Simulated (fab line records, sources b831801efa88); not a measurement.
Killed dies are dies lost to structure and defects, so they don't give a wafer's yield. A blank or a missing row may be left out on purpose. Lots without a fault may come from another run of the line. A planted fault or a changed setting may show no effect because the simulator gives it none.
Chamber matching | flow sky130 | SKY_VIA3_CMP_24 on cmp-01: 4 sister chambers
The step polishes, stops on SiO2, t overpolish 20 s, target thk 0 nm. 8 wafers are shown with their chamber, then 10 later ones without.

WAFERS WITH THEIR CHAMBER
wafer  | chamber | motor_current_A (A) | time_to_endpoint_s (s)
L613.1 | 3       | 10.5                | 93
L616.6 | 1       | 11.8                | 95
L617.5 | 0       | 10.0                | 95
L621.1 | 1       | 11.4                | 94
L621.3 | 0       | 10.5                | 92
L621.4 | 2       | 10.5                | 94
L628.2 | 3       | 10.8                | 89
L628.4 | 2       | 9.8                 | 92

WAFERS WITHOUT THEIR CHAMBER
wafer  | motor_current_A (A) | time_to_endpoint_s (s)
L628.6 | 10.1                | 87
L626.2 | 10.7                | 90
L626.5 | 9.9                 | 92
L626.6 | 11.7                | 93
L633.3 | 10.2                | 94
L633.4 | 10.4                | 90
L633.5 | 10.5                | 87
L634.2 | 11.3                | 96
L634.3 | 10.9                | 89
L634.4 | 9.8                 | 93

WHICH CHAMBER EACH WENT THROUGH
wafer  | from the rows above          | in truth
L628.6 | can't be placed: 3 or 2 or 0 | 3
L626.2 | can't be placed: 3 or 2 or 0 | 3
L626.5 | can't be placed: 2 or 0 or 3 | 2
L626.6 | 1                            | 1
L633.3 | can't be placed: 0 or 2 or 3 | 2
L633.4 | can't be placed: 3 or 2 or 0 | 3
L633.5 | can't be placed: 3 or 2 or 0 | 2
L634.2 | 1                            | 1
L634.3 | can't be placed: 3 or 2 or 0 | 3
L634.4 | can't be placed: 2 or 0 or 3 | 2
Placed correctly: 2 of 10. Can't be placed from these rows: 8 (the true chamber is among the candidates in 8). Placed wrongly: 0.
How it was worked out, from the rows above alone: a wafer's distance from a chamber is the root of the sum, over the readings, of the square of ((its reading less the chamber's mean) divided by the reading's scatter). The wafer belongs to the nearest chamber; if the next one is less than 2 further off, it can't be placed. A chamber's mean is the mean of its shown wafers. The scatter: the root of (the sum of the squares of (reading less its chamber's mean) over the shown wafers, divided by (wafers less chambers)).
